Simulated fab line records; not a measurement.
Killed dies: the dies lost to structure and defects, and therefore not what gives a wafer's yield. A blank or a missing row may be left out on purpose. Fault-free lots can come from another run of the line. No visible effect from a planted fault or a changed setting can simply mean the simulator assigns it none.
fab line records	flow sky130
record: lots: 11	wafers: 33	last_day: 50
route steps=708 shown FIELD_ISO@16 NWELL@64 PAD_OPEN@708
lots that met no fault: from a run of the same line without faults
start_h: hours from the record's first day to the start of the lot's first wafer shown	wait_h: hours since the lot's step before	" as in the row above	L1.1+2: a single row standing in for several wafers	- no value, or no start was given	* or withheld: withheld	< > ~ a bound
route shown NAME@n: NAME is a module with steps in the file, n the number in the route of the first one	usual: mean and standard deviation over wafers with no fault	same: alike in all rows	chamber/n: place in a boat	sites: readings site by site	_std_site: the standard deviation of these	_edge_site: mean of outer sites minus mean of inner sites	radius_mm: for every site, how far away it sits from the centre of the wafer	mask NAME#n: copy n	behind: the tool/chamber that last shaped the wafer	hold: reason for holding the lot/hours on hold/outcome of the hold	device: the transistor (n, p or np) that didn't switch	end of line: tests of these same wafers at the route's end	where a step has no rows: the recipe by itself	killed: dies that structure and defects cost at the first sort, which is not the same as the wafer's yield	map: shows each die of a wafer: x if killed, . if not, _ if none is there
set.NAME: the setting as run; set.NAME@STEP: as run at that earlier step	model.NAME: the simulator's own value behind a step, which no gauge read
the route's steps for a sample of lots (tables are steps, rows are wafers)
services: a tool's chamber out of use, with start hour (start_h, from the record's first day; less than 0 if before it), hours out, and reason
== steps ==
step: SKY_FIELD_ISO_ETCH_15
recipe: chemistry: CHF3/O2	target_depth_nm: 180	stop_on: Si	source_w: 600	bias_w: 200	pressure_mtorr: 40	chf3_flow_sccm: 50	O2_flow_sccm: 5	time_s: 72
usual: drypump_motor_current_A: 5.5/0.48	oes_product_au: 0.947/0.0061	throttle_valve_pct: 8.845/0.01
lot.wafer	tool	chamber	start_h	wait_h	drypump_motor_current_A	oes_product_au	rf_hours_counter_h	throttle_valve_pct
L361.1	rie_diel-01	0	37.15	0.0	5.5	0.946	130	8.845
L361.5	"	0	"	"	5.4	0.940	-	8.847
L361.6	"	3	"	"	5.0	0.948	-	8.842
L363.1	rie_diel-01	2	47.07	0.0	6.2	0.942	3	8.836
L363.2	"	0	"	"	5.4	0.946	130	8.858
L363.3	"	3	"	"	4.9	0.930	131	8.848
L365.2	rie_diel-03	2	55.84	0.0	6.1	0.945	35	8.860
L365.4	"	0	"	"	5.1	0.950	23	8.862
L365.6	"	3	"	"	6.1	0.947	-	8.846
L366.2	rie_diel-01	3	59.89	0.0	4.9	0.950	131	8.840
L366.3	"	2	"	"	6.2	0.947	3	8.846
L366.6	"	2	"	"	6.2	0.943	-	8.831
L369.2	rie_diel-02	2	76.85	0.0	5.1	0.955	70	8.854
L369.5	"	3	"	"	6.2	0.956	-	8.851
L369.6	"	2	"	"	5.1	0.953	-	8.838
L370.4	rie_diel-03	0	80.06	0.0	5.1	0.954	23	8.844
L370.5	"	1	"	"	6.1	0.941	-	8.851
L370.6	"	0	"	"	5.1	0.937	-	8.863
L371.2	rie_diel-02	3	85.72	0.0	6.1	0.956	80	8.849
L371.3	"	0	"	"	5.0	0.952	68	8.837
L371.6	"	1	"	"	5.8	0.947	-	8.835
L374.1	rie_diel-03	3	102.47	0.0	6.1	0.936	25	8.869
L374.2	"	2	"	"	6.1	0.949	36	8.854
L374.4	"	1	"	"	6.1	0.946	126	8.830
L380.3	rie_diel-02	3	133.07	0.0	6.2	0.940	81	8.848
L380.5	"	2	"	"	5.1	0.950	-	8.850
L380.6	"	1	"	"	5.8	0.943	-	8.862
L381.2	rie_diel-02	0	140.07	0.0	5.0	0.941	69	8.854
L381.4	"	3	"	"	6.2	0.951	81	8.835
L381.5	"	3	"	"	6.2	0.944	-	8.833
L383.1	rie_diel-02	1	151.37	0.0	5.8	0.955	2	8.850
L383.5	"	3	"	"	6.2	0.951	-	8.855
L383.6	"	0	"	"	5.0	0.948	-	8.847
step: SKY_FIELD_ISO_STRIP_16
recipe: chemistry: O2/N2	power_w: 1400	pressure_mtorr: 1500	platen_temp_c: withheld	o2_flow_sccm: 3000	n2_flow_sccm: 300	overash_fraction: 0.5
usual: drypump_motor_current_A: 5.9/0.51	oes_product_au: 0.378/0.0044	strip_time_to_endpoint_s: 3.56/0.046
lot.wafer	tool	chamber	start_h	wait_h	drypump_motor_current_A	oes_product_au	rf_hours_counter_h	strip_time_to_endpoint_s
L361.1	plasma_asher-01	0	37.23	0.1	5.9	0.380	34	3.60
L361.5	"	0	"	"	5.8	0.389	-	3.61
L361.6	"	1	"	"	5.2	0.381	-	3.56
L363.1	plasma_asher-01	0	47.13	0.0	5.9	0.383	35	3.56
L363.2	"	1	"	"	5.2	0.382	35	3.61
L363.3	"	0	"	"	5.9	0.380	-	3.53
L365.2	plasma_asher-02	1	55.90	0.0	5.8	0.375	38	3.53
L365.4	"	0	"	"	6.9	0.375	-	3.59
L365.6	"	0	"	"	6.8	0.376	-	3.54
L366.2	plasma_asher-02	1	59.95	0.0	5.7	0.383	39	3.54
L366.3	"	0	"	"	6.8	0.376	-	3.52
L366.6	"	1	"	"	5.7	0.372	-	3.53
L369.2	plasma_asher-01	0	76.91	0.0	5.9	0.375	38	3.59
L369.5	"	0	"	"	5.9	0.379	-	3.58
L369.6	"	1	"	"	5.2	0.379	-	3.61
L370.4	plasma_asher-02	1	80.15	0.1	5.8	0.377	-	3.55
L370.5	"	0	"	"	6.8	0.386	-	3.54
L370.6	"	1	"	"	5.8	0.381	-	3.56
L371.2	plasma_asher-03	0	85.78	0.0	5.7	0.381	28	3.55
L371.3	"	0	"	"	5.7	0.373	-	3.57
L371.6	"	0	"	"	5.7	0.382	-	3.50
L374.1	plasma_asher-02	1	102.53	0.0	5.7	0.380	44	3.50
L374.2	"	0	"	"	6.8	0.377	44	3.48
L374.4	"	0	"	"	6.8	0.373	-	3.49
L380.3	plasma_asher-03	1	133.16	0.1	5.7	0.380	-	3.58
L380.5	"	0	"	"	5.7	0.376	-	3.60
L380.6	"	1	"	"	5.7	0.377	-	3.47
L381.2	plasma_asher-01	0	140.13	0.0	5.9	0.387	2	3.59
L381.4	"	0	"	"	5.9	0.386	-	3.61
L381.5	"	1	"	"	5.2	0.384	-	3.60
L383.1	plasma_asher-03	1	151.43	0.0	5.7	0.370	35	3.45
L383.5	"	1	"	"	5.7	0.377	-	3.61
L383.6	"	0	"	"	5.7	0.375	-	3.59
step: SKY_NWELL_IMPLANT_11
recipe: species: P	energy_kev: 400	dose_cm2: 1.9e+13	tilt_deg: withheld
usual: beam_on_s: 10.00/0.2
lot.wafer	tool	chamber	start_h	wait_h	beam_on_s
L361.1	implanter-02	0	93.75	0.0	9.90
L361.5	"	0	"	"	10.00
L361.6	"	0	"	"	9.99
L363.1	implanter-01	0	107.65	0.0	9.86
L363.2	"	0	"	"	10.08
L363.3	"	0	"	"	10.01
L365.2	implanter-04	0	118.51	0.0	10.03
L365.4	"	0	"	"	10.11
L365.6	"	0	"	"	10.32
L366.2	implanter-02	0	120.68	0.0	10.25
L366.3	"	0	"	"	10.08
L366.6	"	0	"	"	9.80
L369.2	implanter-04	0	139.21	0.0	10.17
L369.5	"	0	"	"	9.86
L369.6	"	0	"	"	10.08
L370.4	implanter-01	0	143.28	0.1	9.98
L370.5	"	0	"	"	10.46
L370.6	"	0	"	"	10.10
L371.2	implanter-04	0	148.36	0.0	10.08
L371.3	"	0	"	"	9.65
L371.6	"	0	"	"	9.59
L374.1	implanter-04	0	172.10	0.0	10.47
L374.2	"	0	"	"	10.07
L374.4	"	0	"	"	10.29
L374.1	implanter-04	0	172.42	0.3	9.97
L374.2	"	0	"	"	9.77
L374.4	"	0	"	"	10.80
L380.3	implanter-01	0	201.88	0.1	10.36
L380.5	"	0	"	"	9.89
L380.6	"	0	"	"	9.96
L381.2	implanter-01	0	209.08	0.0	10.16
L381.4	"	0	"	"	10.09
L381.5	"	0	"	"	10.27
L381.2	implanter-01	0	209.39	0.3	10.14
L381.4	"	0	"	"	9.87
L381.5	"	0	"	"	9.76
L383.1	implanter-04	0	224.43	0.0	9.99
L383.5	"	0	"	"	9.82
L383.6	"	0	"	"	9.74
step: SKY_NWELL_STRIP_14
recipe: chemistry: O2/N2	power_w: 1400	pressure_mtorr: 1500	platen_temp_c: withheld	o2_flow_sccm: 3000	n2_flow_sccm: 300	overash_fraction: 0.5
usual: drypump_motor_current_A: 5.9/0.44	oes_product_au: 0.723/0.005	strip_time_to_endpoint_s: 36.92/0.081
lot.wafer	tool	chamber	start_h	wait_h	drypump_motor_current_A	oes_product_au	rf_hours_counter_h	strip_time_to_endpoint_s
L361.1	plasma_asher-02	1	94.20	0.1	5.8	0.722	43	36.86
L361.5	"	1	"	"	5.7	0.721	-	36.84
L361.6	"	0	"	"	6.8	0.718	-	36.87
L363.1	plasma_asher-04	0	108.10	0.1	6.1	0.724	36	37.04
L363.2	"	1	"	"	5.5	0.720	36	36.95
L363.3	"	1	"	"	5.5	0.722	-	37.03
L365.2	plasma_asher-04	0	118.93	0.1	6.0	0.722	37	36.85
L365.4	"	0	"	"	6.0	0.722	-	36.98
L365.6	"	0	"	"	6.1	0.733	-	36.92
L366.2	plasma_asher-03	0	121.10	0.1	5.7	0.732	33	36.97
L366.3	"	0	"	"	5.7	0.720	-	36.86
L366.6	"	1	"	"	5.7	0.721	-	36.94
L369.2	plasma_asher-03	1	139.63	0.1	5.7	0.723	34	37.07
L369.5	"	0	"	"	5.7	0.729	-	36.97
L369.6	"	1	"	"	5.7	0.713	-	36.95
L370.4	plasma_asher-02	0	143.69	0.1	6.8	0.715	-	36.93
L370.5	"	0	"	"	6.8	0.717	-	36.84
L370.6	"	1	"	"	5.8	0.723	-	36.84
L371.2	plasma_asher-02	0	148.78	0.1	6.8	0.731	49	36.97
L371.3	"	1	"	"	5.7	0.720	-	37.00
L371.6	"	0	"	"	6.8	0.728	-	36.86
L374.1	plasma_asher-04	0	173.14	0.1	6.0	0.724	42	37.00
L374.2	"	1	"	"	5.4	0.725	42	37.04
L374.4	"	0	"	"	6.1	0.719	-	37.06
L380.3	plasma_asher-02	0	202.31	0.1	6.8	0.721	-	36.82
L380.5	"	0	"	"	6.8	0.718	-	36.86
L380.6	"	1	"	"	5.8	0.726	-	36.85
L381.2	plasma_asher-04	1	209.82	0.1	5.4	0.722	46	36.95
L381.4	"	1	"	"	5.4	0.719	-	36.99
L381.5	"	1	"	"	5.4	0.719	-	36.97
L383.1	plasma_asher-04	1	224.88	0.1	5.4	0.736	48	36.81
L383.5	"	0	"	"	6.1	0.719	-	36.89
L383.6	"	1	"	"	5.4	0.718	-	36.92
step: SKY_NWELL_TW_MEAS_15
usual: NWELL_TW: 1811/20
lot.wafer	tool	chamber	start_h	wait_h	NWELL_TW
L361.1	film_metro-03	-	94.30	0.1	1808
L361.5	"	-	"	"	1824
L361.6	"	-	"	"	1829
L363.1	film_metro-04	-	108.20	0.1	1796
L363.2	"	-	"	"	1787
L363.3	"	-	"	"	1778
L365.2	film_metro-04	-	119.04	0.1	1792
L365.4	"	-	"	"	1779
L365.6	"	-	"	"	1784
L366.2	film_metro-01	-	121.21	0.1	1837
L366.3	"	-	"	"	1835
L366.6	"	-	"	"	1835
L369.2	film_metro-03	-	139.74	0.1	1811
L369.5	"	-	"	"	1815
L369.6	"	-	"	"	1812
L370.4	film_metro-01	-	143.78	0.1	1832
L370.5	"	-	"	"	1843
L370.6	"	-	"	"	1843
L371.2	film_metro-04	-	148.89	0.1	1783
L371.3	"	-	"	"	1789
L371.6	"	-	"	"	1798
L374.1	film_metro-03	-	173.24	0.1	2258
L374.2	"	-	"	"	2264
L374.4	"	-	"	"	2255
L374.1	film_metro-03	-	173.47	0.2	2270
L374.2	"	-	"	"	2264
L374.4	"	-	"	"	2261
L380.3	film_metro-03	-	202.40	0.1	1806
L380.5	"	-	"	"	1821
L380.6	"	-	"	"	1813
L381.2	film_metro-03	-	209.93	0.1	2245
L381.4	"	-	"	"	2258
L381.5	"	-	"	"	2252
L381.2	film_metro-03	-	210.18	0.2	2252
L381.4	"	-	"	"	2252
L381.5	"	-	"	"	2266
L383.1	film_metro-04	-	224.98	0.1	1786
L383.5	"	-	"	"	1787
L383.6	"	-	"	"	1778
step: SKY_NWELL_RS_MEAS_29
recipe: thk_meas_gauge: four-point-probe
usual: NWELL_RS: 624.5/1.3
lot.wafer	tool	chamber	start_h	wait_h	NWELL_RS[ohm/sq]
L361.1	film_metro-03	-	112.71	0.1	623.7
L361.5	"	-	"	"	623.3
L361.6	"	-	"	"	625.1
L363.1	film_metro-01	-	127.76	0.1	626.0
L363.2	"	-	"	"	626.6
L363.3	"	-	"	"	625.6
L365.2	film_metro-04	-	138.13	0.1	624.6
L365.4	"	-	"	"	623.5
L365.6	"	-	"	"	625.2
L366.2	film_metro-03	-	140.96	0.1	626.1
L366.3	"	-	"	"	624.0
L366.6	"	-	"	"	626.5
L369.2	film_metro-03	-	160.04	0.1	625.8
L369.5	"	-	"	"	625.6
L369.6	"	-	"	"	627.8
L370.4	film_metro-04	-	163.92	0.1	623.5
L370.5	"	-	"	"	623.7
L370.6	"	-	"	"	623.4
L371.2	film_metro-01	-	169.49	0.1	623.2
L371.3	"	-	"	"	622.9
L371.6	"	-	"	"	622.7
L374.1	film_metro-04	-	194.04	0.1	430.3
L374.2	"	-	"	"	429.3
L374.4	"	-	"	"	430.0
L374.1	film_metro-04	-	194.40	0.3	430.1
L374.2	"	-	"	"	428.7
L374.4	"	-	"	"	429.5
L380.3	film_metro-03	-	224.00	0.1	626.6
L380.5	"	-	"	"	626.1
L380.6	"	-	"	"	626.1
L381.2	film_metro-01	-	231.38	0.1	431.2
L381.4	"	-	"	"	430.7
L381.5	"	-	"	"	430.1
L381.2	film_metro-01	-	231.74	0.3	431.5
L381.4	"	-	"	"	430.4
L381.5	"	-	"	"	429.7
L383.1	film_metro-04	-	246.66	0.1	623.8
L383.5	"	-	"	"	624.6
L383.6	"	-	"	"	624.0
step: SKY_PAD_OPEN_PROBE_99
usual: defect_limited_yield: 82.4/1.9	killed_at_M0_to_M3: 44/6.5	killed_at_M4_up: 2.9/1.7	killed_at_contacts: 24/5.7	killed_at_front_end: 16/4.4	killed_at_other: 0.2/0.48	killed_dies: 87/9.6	killed_on_rim: 17/3.8	killed_open: 48/6.7	killed_short: 38/6.2	sort_bin_3_pad_short: 0.8/0.39	sort_bin_5_function: 10.5/1.6	sort_bin_6_memory: 6.4/1	sort_n_pass: 405/9.5	sort_yield_pct: 82.3/1.9
same: gross_dies: 492	killed_at_back_side: 0	sort_bin_4_leakage[%]: 0	sort_bin_8_speed[%]: 0
lot.wafer	tool	chamber	start_h	wait_h	defect_limited_yield[%]	killed_at_M0_to_M3	killed_at_M4_up	killed_at_contacts	killed_at_front_end	killed_at_other	killed_dies	killed_on_rim	killed_open	killed_short	sort_bin_3_pad_short[%]	sort_bin_5_function[%]	sort_bin_6_memory[%]	sort_n_pass	sort_yield_pct[%]
L361.1	prober-01	-	1085.79	0.1	82.3	47	2	22	16	0	87	22	45	42	0.6	12.2	4.9	405	82.3
L361.5	prober-01	-	1085.99	0.2	84.8	34	3	15	22	1	75	15	37	38	1.0	8.1	6.1	417	84.8
L361.6	prober-01	-	1086.04	0.2	80.9	55	2	19	18	0	94	14	50	44	1.0	9.8	8.3	398	80.9
L363.1	prober-02	-	1100.56	0.1	78.7	48	4	26	25	2	105	24	50	54	0.8	12.4	8.1	387	78.7
L363.2	prober-02	-	1100.61	0.1	79.7	39	4	29	28	0	100	21	52	47	0.8	11.0	8.5	392	79.7
L363.3	prober-02	-	1100.66	0.2	80.9	54	5	17	18	0	94	16	57	37	1.6	10.6	6.9	398	80.9
L365.2	prober-02	-	1111.43	0.1	79.5	47	3	23	28	0	101	29	50	51	1.0	12.2	7.3	391	79.5
L365.4	prober-02	-	1111.53	0.2	82.3	44	4	20	19	0	87	12	45	42	1.6	10.8	5.3	405	82.3
L365.6	prober-02	-	1111.63	0.2	81.7	42	3	27	17	1	90	13	53	37	0.8	11.2	6.3	402	81.7
L366.2	prober-01	-	1112.02	0.1	81.9	48	0	27	14	0	89	21	60	29	0.4	12.0	5.7	403	81.9
L366.3	prober-01	-	1112.07	0.2	76.8	51	3	42	18	0	114	20	63	51	1.4	14.6	7.1	378	76.8
L366.6	prober-01	-	1112.22	0.2	81.5	55	3	23	10	0	91	20	47	44	0.8	11.2	6.5	401	81.5
L369.2	prober-01	-	1132.44	0.1	83.5	40	0	27	14	0	81	17	50	31	0.4	10.8	5.3	411	83.5
L369.5	prober-01	-	1132.59	0.2	78.7	41	4	45	15	0	105	22	56	49	1.0	14.6	5.7	387	78.7
L369.6	prober-01	-	1132.64	0.2	80.1	53	4	25	16	0	98	20	53	45	0.8	12.8	6.3	394	80.1
L370.4	prober-02	-	1139.93	0.2	83.7	37	2	30	11	0	80	14	43	35	0.8	8.5	6.9	412	83.7
L370.5	prober-02	-	1139.98	0.2	85.0	34	3	20	17	0	74	10	40	33	1.2	7.3	6.5	418	85.0
L370.6	prober-02	-	1140.03	0.2	79.3	48	0	36	18	0	102	16	69	32	0.8	13.4	6.5	390	79.3
L371.2	prober-01	-	1142.40	0.1	83.5	53	2	19	7	0	81	21	45	36	0.6	9.1	6.7	411	83.5
L371.3	prober-01	-	1142.45	0.2	83.5	38	3	29	11	0	81	17	47	34	0.8	10.2	5.5	411	83.5
L371.6	prober-01	-	1142.60	0.2	85.0	39	2	25	8	0	74	9	36	38	0.4	6.1	8.5	418	85.0
L380.3	prober-01	-	1185.58	0.2	81.3	47	2	25	18	0	92	16	38	53	1.2	12.6	4.9	400	81.3
L380.5	prober-01	-	1185.68	0.2	83.1	36	8	19	19	1	83	14	41	41	0.4	10.4	6.1	409	83.1
L380.6	prober-01	-	1185.73	0.2	83.7	39	1	26	14	0	80	21	55	25	0.4	9.1	6.7	412	83.7
L383.1	prober-02	-	1203.73	0.1	81.7	52	3	23	12	0	90	14	48	42	0.2	11.8	6.3	402	81.7
L383.5	prober-02	-	1203.93	0.2	80.5	51	6	22	17	0	96	20	56	40	0.8	11.4	7.3	396	80.5
L383.6	prober-02	-	1203.98	0.2	80.7	54	4	19	18	0	95	20	50	45	1.4	11.0	6.9	397	80.7
killed by level:class
L361.1 VIA2:geometric_particle:open=11 VIA1:geometric_particle:open=9 CONTACT:geometric_particle:short=7 LI_CONTACT:geometric_particle:open=6 CONTACT:geometric_particle:open=5 METAL1:geometric_particle:short=5 FIELD_ISO:geometric_particle:short=4 LOCAL_INTERCONNECT:geometric_particle:short=4
L361.5 FIELD_ISO:geometric_particle:short=11 CONTACT:geometric_particle:open=7 VIA1:geometric_particle:open=6 FIELD_ISO:geometric_particle:open=5 VIA2:geometric_particle:open=5 METAL1:geometric_particle:short=5 LI_CONTACT:geometric_particle:open=4 VIA1:geometric_particle:short=3
L361.6 VIA1:geometric_particle:open=11 METAL2:geometric_particle:short=10 VIA3:geometric_particle:open=8 VIA2:geometric_particle:open=7 CONTACT:geometric_particle:open=6 FIELD_ISO:geometric_particle:open=5 POLY_GATE:geometric_particle:short=5 VIA1:geometric_particle:short=5
L363.1 CONTACT:geometric_particle:open=11 VIA1:geometric_particle:open=11 VIA3:geometric_particle:short=7 METAL2:geometric_particle:short=7 FIELD_ISO:geometric_particle:short=6 POLY_GATE:geometric_particle:short=6 LI_CONTACT:geometric_particle:open=6 LOCAL_INTERCONNECT:geometric_particle:short=6
L363.2 LOCAL_INTERCONNECT:geometric_particle:short=10 POLY_GATE:geometric_particle:open=8 LI_CONTACT:geometric_particle:open=8 VIA1:geometric_particle:open=7 VIA2:geometric_particle:open=7 FIELD_ISO:geometric_particle:short=6 VIA3:geometric_particle:open=6 CONTACT:geometric_particle:short=5
L363.3 VIA1:geometric_particle:open=10 CONTACT:geometric_particle:open=9 METAL1:geometric_particle:short=9 POLY_GATE:geometric_particle:open=7 VIA2:geometric_particle:open=7 FIELD_ISO:geometric_particle:open=6 METAL2:geometric_particle:short=5 LOCAL_INTERCONNECT:geometric_particle:short=4
L365.2 METAL2:geometric_particle:short=9 FIELD_ISO:geometric_particle:open=8 LI_CONTACT:geometric_particle:open=8 VIA1:geometric_particle:open=8 POLY_GATE:geometric_particle:open=7 POLY_GATE:geometric_particle:short=6 CONTACT:geometric_particle:open=6 VIA3:geometric_particle:short=6
L365.4 CONTACT:geometric_particle:open=13 VIA1:geometric_particle:open=9 VIA1:geometric_particle:short=7 VIA2:geometric_particle:open=7 FIELD_ISO:geometric_particle:short=6 POLY_GATE:geometric_particle:short=6 VIA3:geometric_particle:short=6 METAL2:geometric_particle:short=5
L365.6 CONTACT:geometric_particle:open=13 VIA1:geometric_particle:open=8 VIA1:geometric_particle:short=7 VIA2:geometric_particle:open=7 LI_CONTACT:geometric_particle:open=6 VIA3:geometric_particle:open=6 FIELD_ISO:geometric_particle:open=4 FIELD_ISO:geometric_particle:short=4
L366.2 VIA1:geometric_particle:open=14 CONTACT:geometric_particle:open=11 VIA2:geometric_particle:open=11 FIELD_ISO:geometric_particle:open=7 LI_CONTACT:geometric_particle:open=7 LOCAL_INTERCONNECT:geometric_particle:short=5 METAL2:geometric_particle:short=5 METAL1:geometric_particle:short=4
L366.3 VIA1:geometric_particle:open=16 LI_CONTACT:geometric_particle:open=13 CONTACT:geometric_particle:open=12 VIA1:geometric_particle:short=9 VIA2:geometric_particle:open=7 FIELD_ISO:geometric_particle:open=6 LOCAL_INTERCONNECT:geometric_particle:short=6 METAL1:geometric_particle:short=6
L366.6 VIA1:geometric_particle:open=12 CONTACT:geometric_particle:open=10 METAL1:geometric_particle:short=9 METAL2:geometric_particle:short=7 VIA3:geometric_particle:open=6 VIA1:geometric_particle:short=6 VIA2:geometric_particle:open=6 FIELD_ISO:geometric_particle:open=4
L369.2 CONTACT:geometric_particle:open=12 VIA1:geometric_particle:open=10 VIA1:geometric_particle:short=7 POLY_GATE:geometric_particle:open=6 LOCAL_INTERCONNECT:geometric_particle:short=5 SPACER:geometric_particle:open=4 METAL2:geometric_particle:short=4 VIA3:geometric_particle:open=4
L369.5 CONTACT:geometric_particle:open=14 LI_CONTACT:geometric_particle:open=13 VIA1:geometric_particle:open=9 LI_CONTACT:geometric_particle:short=8 CONTACT:geometric_particle:short=8 METAL2:geometric_particle:short=7 VIA2:geometric_particle:open=7 VIA1:geometric_particle:short=6
L369.6 VIA3:geometric_particle:open=11 VIA1:geometric_particle:open=9 CONTACT:geometric_particle:open=7 VIA2:geometric_particle:open=7 LI_CONTACT:geometric_particle:open=6 LOCAL_INTERCONNECT:geometric_particle:short=6 METAL1:geometric_particle:short=6 FIELD_ISO:geometric_particle:short=5
L370.4 VIA1:geometric_particle:open=10 CONTACT:geometric_particle:short=9 LI_CONTACT:geometric_particle:open=9 CONTACT:geometric_particle:open=6 VIA3:geometric_particle:open=6 VIA1:geometric_particle:short=5 METAL2:geometric_particle:short=5 POLY_GATE:geometric_particle:open=4
L370.5 CONTACT:geometric_particle:open=12 VIA1:geometric_particle:open=9 VIA3:geometric_particle:open=5 FIELD_ISO:geometric_particle:short=4 VIA3:geometric_particle:short=4 LI_CONTACT:geometric_particle:open=4 CONTACT:geometric_particle:short=4 METAL2:geometric_particle:short=4
L370.6 VIA3:geometric_particle:open=15 CONTACT:geometric_particle:open=12 VIA1:geometric_particle:open=12 LI_CONTACT:geometric_particle:open=9 CONTACT:geometric_particle:short=8 FIELD_ISO:geometric_particle:open=6 VIA1:geometric_particle:short=5 VIA2:geometric_particle:open=5
L371.2 CONTACT:geometric_particle:open=13 METAL1:geometric_particle:short=9 VIA3:geometric_particle:open=8 VIA1:geometric_particle:open=8 VIA1:geometric_particle:short=6 VIA2:geometric_particle:open=6 VIA2:geometric_particle:short=5 METAL3:geometric_particle:short=4
L371.3 LI_CONTACT:geometric_particle:open=11 CONTACT:geometric_particle:open=8 METAL1:geometric_particle:short=7 VIA1:geometric_particle:open=7 LOCAL_INTERCONNECT:geometric_particle:short=6 VIA2:geometric_particle:open=6 VIA2:geometric_particle:short=5 FIELD_ISO:geometric_particle:open=3
L371.6 LI_CONTACT:geometric_particle:open=7 VIA2:geometric_particle:open=6 LI_CONTACT:geometric_particle:short=5 CONTACT:geometric_particle:open=5 METAL1:geometric_particle:short=5 METAL2:geometric_particle:short=5 VIA3:geometric_particle:open=5 POLY_GATE:geometric_particle:open=4
L380.3 VIA2:geometric_particle:open=10 VIA1:geometric_particle:open=8 VIA1:geometric_particle:short=7 CONTACT:geometric_particle:short=6 METAL2:geometric_particle:short=6 POLY_GATE:geometric_particle:short=5 LOCAL_INTERCONNECT:geometric_particle:short=5 LI_CONTACT:geometric_particle:open=5
L380.5 CONTACT:geometric_particle:open=8 VIA1:geometric_particle:open=8 VIA2:geometric_particle:short=7 METAL4:geometric_particle:short=7 FIELD_ISO:geometric_particle:short=6 FIELD_ISO:geometric_particle:open=5 POLY_GATE:geometric_particle:open=5 METAL2:geometric_particle:short=4
L380.6 CONTACT:geometric_particle:open=12 VIA1:geometric_particle:open=12 VIA2:geometric_particle:open=11 LOCAL_INTERCONNECT:geometric_particle:short=5 LI_CONTACT:geometric_particle:open=4 CONTACT:geometric_particle:short=4 FIELD_ISO:geometric_particle:open=3 FIELD_ISO:geometric_particle:short=3
L383.1 VIA1:geometric_particle:open=10 VIA3:geometric_particle:open=9 CONTACT:geometric_particle:open=8 METAL2:geometric_particle:short=8 LI_CONTACT:geometric_particle:open=6 METAL1:geometric_particle:short=6 VIA2:geometric_particle:open=5 POLY_CUT:geometric_particle:short=3
L383.5 VIA1:geometric_particle:open=11 CONTACT:geometric_particle:open=9 VIA3:geometric_particle:open=8 LI_CONTACT:geometric_particle:open=8 VIA2:geometric_particle:open=6 METAL3:geometric_particle:short=6 FIELD_ISO:geometric_particle:open=5 FIELD_ISO:geometric_particle:short=4
L383.6 METAL1:geometric_particle:short=10 VIA1:geometric_particle:open=10 CONTACT:geometric_particle:open=9 VIA3:geometric_particle:open=7 LI_CONTACT:geometric_particle:open=6 VIA1:geometric_particle:short=6 FIELD_ISO:geometric_particle:open=5 VIA2:geometric_particle:short=5
== services ==
tool	chamber	start_h	hours	kind
rie_diel-01	-	18.87	15.6	pm
plasma_asher-04	-	21.64	43.8	repair
rie_diel-01	1	35.42	6.0	repair
rie_diel-01	2	36.48	3.2	repair
rie_diel-03	-	37.62	2.8	pm
rie_diel-03	0	41.51	12.1	repair
rie_diel-01	-	47.65	0.6	repair
rie_diel-02	0	53.17	9.3	repair
implanter-04	-	60.18	2.1	repair
rie_diel-03	1	74.15	5.0	repair
plasma_asher-04	-	78.12	28.1	pm
plasma_asher-02	-	88.70	0.8	repair
implanter-01	-	100.11	2.3	pm
plasma_asher-01	-	108.75	9.0	pm
plasma_asher-04	-	113.55	1.7	repair
rie_diel-01	-	122.27	0.2	repair
plasma_asher-01	-	126.11	1.8	repair
plasma_asher-03	-	133.48	0.8	repair
implanter-04	-	149.27	1.6	repair
implanter-02	-	150.69	2.4	repair
implanter-01	-	154.46	18.6	pm
rie_diel-02	-	167.70	14.6	pm
plasma_asher-01	-	181.76	14.6	pm
rie_diel-02	1	221.08	8.1	repair
== key ==
first_sign: step: SKY_NWELL_IMPLANT_11	reading: visit	direction: added
effect: step: SKY_NWELL_TW_MEAS_15	reading: visit	direction: added
effect: step: SKY_NWELL_TW_MEAS_15	reading: NWELL_TW	direction: up	sigmas: 22	usual: 1811	struck: 2255
effect: step: SKY_NWELL_RS_MEAS_29	reading: visit	direction: added
effect: step: SKY_NWELL_RS_MEAS_29	reading: NWELL_RS	direction: down	sigmas: 99+	usual: 624.5	struck: 430.3
met_at SKY_NWELL_IMPLANT_11
struck_lots L374,L381
scrapped_behind SKY_NWELL_RS_MEAS_29 L374.1,L374.2,L374.4,L381.2,L381.4,L381.5
not_acting_at SKY_FIELD_ISO_ETCH_15,SKY_FIELD_ISO_STRIP_16,SKY_NWELL_STRIP_14
fault: kind: repeated_step_whole	tool: implanter-01,implanter-02,implanter-04	chamber: -	onset_h: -	steps: SKY_NWELL_IMPLANT_11	times: 1	scope: struck_lots_only
